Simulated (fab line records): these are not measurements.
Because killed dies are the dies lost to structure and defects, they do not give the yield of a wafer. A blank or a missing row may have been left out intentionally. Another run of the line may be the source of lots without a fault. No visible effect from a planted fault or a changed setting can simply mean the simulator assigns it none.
Problem report, 8D (eight disciplines) form, completed by code    flow sky130    the parts of the form that need people (team, actions taken, sign-off) are left out

## 1. THE ISSUE
Mean of cdNm at SKY_VT_ADJUST_HVTR_CD_MEAS_07: 393.5 nm across 6 wafers in 2 lots; on wafers with no fault it is 379.2 nm (standard deviation 2.7). Relative to the usual mean, that is a shift of +5.3 standard deviations.
The step: target cd 380 nm.
Earliest sighting: wafer L828.1 on cdSem-01 at day 12 18:08. At this step, 39 wafers from 13 lots have a number in the record. Rule for "out", or "out of limits": more than 4 standard deviations from the usual mean. The rest of the wafers with a number are treated as sound.

## 2. WHAT IT IS; WHAT IT IS NOT
question                     is                      is not
which readings at this step  cdNm                    -
which lots                   L828, L831              L819, L820, L830, L833, L834, L835, L837, L838, L839, L840, L841
which wafers of those lots   all that have a number  -
read on which gauges         cdSem-01                cdSem-02
when                         from day 12 18:08       up to then (6 sound wafers); but 27 sound wafers of L830, L833, L834, L835, L837, L838, L839, L840, L841 came after

## 3. WHAT RULES OUT EACH SUSPECT
Counting: a tool stays on the suspect list if, at a process step up to the reading, it processed all lots that are out and no sound lot following the first of them.
- the gauge at SKY_VT_ADJUST_HVTR_CD_MEAS_07: kept. All the wafers that are out were read on cdSem-01, and no step on other tools shows them out.
- lithoTrack-03 at SKY_VT_ADJUST_HVTR_DEVELOP_06 (develop time 60 s): ruled out as a lasting fault. Sound lots L839, L841 ran on it after its first lot that is out, L828 (day 12 17:59).
After counting, what remains is cdSem-01 at SKY_VT_ADJUST_HVTR_CD_MEAS_07.

## 4. THE CAUSE (what the simulator had put in)
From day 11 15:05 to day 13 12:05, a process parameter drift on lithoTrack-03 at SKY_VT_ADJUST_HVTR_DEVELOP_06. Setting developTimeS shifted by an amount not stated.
Counting ruled it out, wrongly: the rule takes a fault to strike every lot that its tool runs from its start on, and this one did not.

## 5. THE CHAIN OF EFFECTS, in route order
One row per reading whose mean, taken over the struck wafers that have a number, lies over 3 standard deviations from the usual. Scope: only readings with a usual standard deviation given in the record; hours: median across lots of the time from each lot's start at the first step in this table that gives one to its start at this step; sigmas: change in usual standard deviations.
hours  step                           reading  usual     on struck wafers  change  sigmas
0      SKY_VT_ADJUST_HVTR_CD_MEAS_07  cdNm     379.2 nm  393.5             +14.3   +5.3
At these later measuring or inspecting steps, every struck wafer for which the step has a row has a number for every such reading, and none has moved that far: SKY_CONTACT_OVL_MEAS_15.

## 6. HOW IT WOULD HAVE BEEN CAUGHT EARLIER
Counted from the fault's start at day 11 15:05, it took 27 hours until the first out-of-limits reading at a measuring or inspecting step in this record, taken at day 12 18:08.
